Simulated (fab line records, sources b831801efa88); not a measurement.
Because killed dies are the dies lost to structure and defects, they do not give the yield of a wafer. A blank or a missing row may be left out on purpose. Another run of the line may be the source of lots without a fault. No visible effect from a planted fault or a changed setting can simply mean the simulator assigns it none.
2 desks, one fault || flow gf180mcu || what lay behind the numbers comes last; until then each desk has only its own

## AT THE METROLOGY DESK
Lot by lot, what the gauges showed, no matter which tool ran the lot: averages of those sampled wafers that carry a number. Any lot whose mean is over 4 standard deviations away from the usual mean is out of limits and marked OUT; that distance is given in the brackets.
Columns: A = POLY_GATE_CVD_00_THK at GF_POLY_GATE_THK_MEAS_01, usual 199.8 nm; B = cd-nm at GF_HV_LDD_CD_MEAS_46, usual 400 nm; C = PSD_OVL at GF_PSD_OVL_MEAS_08, usual 0.0 nm
{"lot": "L368", "first seen here": "day 8 17:20", "A": 198.2, "B": 405, "C": 1.7}
{"lot": "L369", "first seen here": "day 8 18:45", "A": 201.0, "B": 400, "C": 0.8}
{"lot": "L370", "first seen here": "day 9 08:03", "A": 197.4, "B": 401, "C": -0.5}
{"lot": "L371", "first seen here": "day 9 14:07", "A": 200.3, "B": 396, "C": 1.0}
{"lot": "L374", "first seen here": "day 10 10:55", "A": 198.1, "B": 401, "C": 1.6}
{"lot": "L373", "first seen here": "day 10 10:56", "A": 198.7, "B": 407, "C": -1.9}
{"lot": "L376", "first seen here": "day 11 05:25", "A": "251.8 (+23) OUT", "B": 399, "C": 0.4}
{"lot": "L377", "first seen here": "day 11 06:44", "A": "256.6 (+25) OUT", "B": 398, "C": 0.6}
{"lot": "L380", "first seen here": "day 12 10:41", "A": 202.7, "B": 397, "C": -0.7}
{"lot": "L382", "first seen here": "day 13 06:03", "A": 201.4, "B": 398, "C": 0.8}
{"lot": "L383", "first seen here": "day 13 09:40", "A": 198.2, "B": 399, "C": -0.3}
{"lot": "L388", "first seen here": "day 14 21:47", "A": 199.0, "B": 400, "C": -0.7}
{"lot": "L390", "first seen here": "day 15 08:43", "A": 200.3, "B": 401, "C": -0.9}
This desk's finding: out of limits on L376, L377; first on L376, day 11 05:25 (POLY_GATE_CVD_00_THK at GF_POLY_GATE_THK_MEAS_01). L368, L369, L370, L371, L374, L373, L380, L382, L383, L388, L390 stayed within limits.

## DESK OF THE TOOL OWNER: lpcvd-02
The tool's own readings at GF_POLY_GATE_CVD_00 (deposits poly-Si, target thk 200 nm, time 1200 s): means of the sampled wafers that have a number, for each lot that ran on this tool. Any lot whose mean is over 4 standard deviations away from the usual mean is out of limits and marked OUT; that distance is given in the brackets.
Columns: A = spike-tc-bottom-C at GF_POLY_GATE_CVD_00, usual 639 C; B = spike-tc-centre-C at GF_POLY_GATE_CVD_00, usual 620.9 C; C = spike-tc-lower-C at GF_POLY_GATE_CVD_00, usual 620.0 C; D = spike-tc-top-C at GF_POLY_GATE_CVD_00, usual 637 C; E = spike-tc-upper-C at GF_POLY_GATE_CVD_00, usual 619.9 C; F = susceptor-temp-C at GF_POLY_GATE_CVD_00, usual 619.89 C; G = zone-power-centre-pct at GF_POLY_GATE_CVD_00, usual 9.5 %
{"lot": "L368", "first seen here": "day 8 16:00", "A": 642, "B": 622.5, "C": 619.3, "D": 637, "E": 619.6, "F": 620.09, "G": 7.5}
{"lot": "L370", "first seen here": "day 9 06:43", "A": 643, "B": 620.6, "C": 618.7, "D": 638, "E": 619.3, "F": 619.88, "G": 7.4}
{"lot": "L371", "first seen here": "day 9 12:46", "A": 642, "B": 619.8, "C": 619.3, "D": 637, "E": 619.6, "F": 620.20, "G": 7.4}
{"lot": "L373", "first seen here": "day 10 09:31", "A": 637, "B": 620.9, "C": 621.7, "D": 631, "E": 619.5, "F": 619.99, "G": 9.7}
{"lot": "L374", "first seen here": "day 10 09:31", "A": 642, "B": 621.0, "C": 618.7, "D": 637, "E": 619.9, "F": 619.67, "G": 7.5}
{"lot": "L376", "first seen here": "day 11 04:04", "A": 647, "B": "631.8 (+8.4) OUT", "C": "631.7 (+9.0) OUT", "D": 642, "E": "628.5 (+7.2) OUT", "F": "630.48 (+41) OUT", "G": 9.8}
{"lot": "L377", "first seen here": "day 11 05:24", "A": "653 (+4.4) OUT", "B": "631.2 (+7.9) OUT", "C": "628.9 (+6.8) OUT", "D": 649, "E": "629.4 (+7.9) OUT", "F": "630.19 (+40) OUT", "G": 7.7}
This desk finds L376, L377 out of limits, L376 being first, at day 11 04:04 (spike-tc-centre-C at GF_POLY_GATE_CVD_00). L368, L370, L371, L373, L374 stayed within limits.

## ALL TOGETHER
The tool owner's desk could have raised an alarm at day 11 04:04, on L376, L377.
An alarm was possible from the metrology desk at day 11 05:25, on L376, L377.
All the named lots went through GF_POLY_GATE_CVD_00 on lpcvd-02.

## WHAT THE SIMULATOR HAD PUT IN
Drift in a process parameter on lpcvd-02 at GF_POLY_GATE_CVD_00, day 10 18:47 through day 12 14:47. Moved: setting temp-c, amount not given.
Struck lots among those shown: L376, L377.
Fault start to first reading out of limits, in hours, per desk: tool owner, 9; metrology, 11.
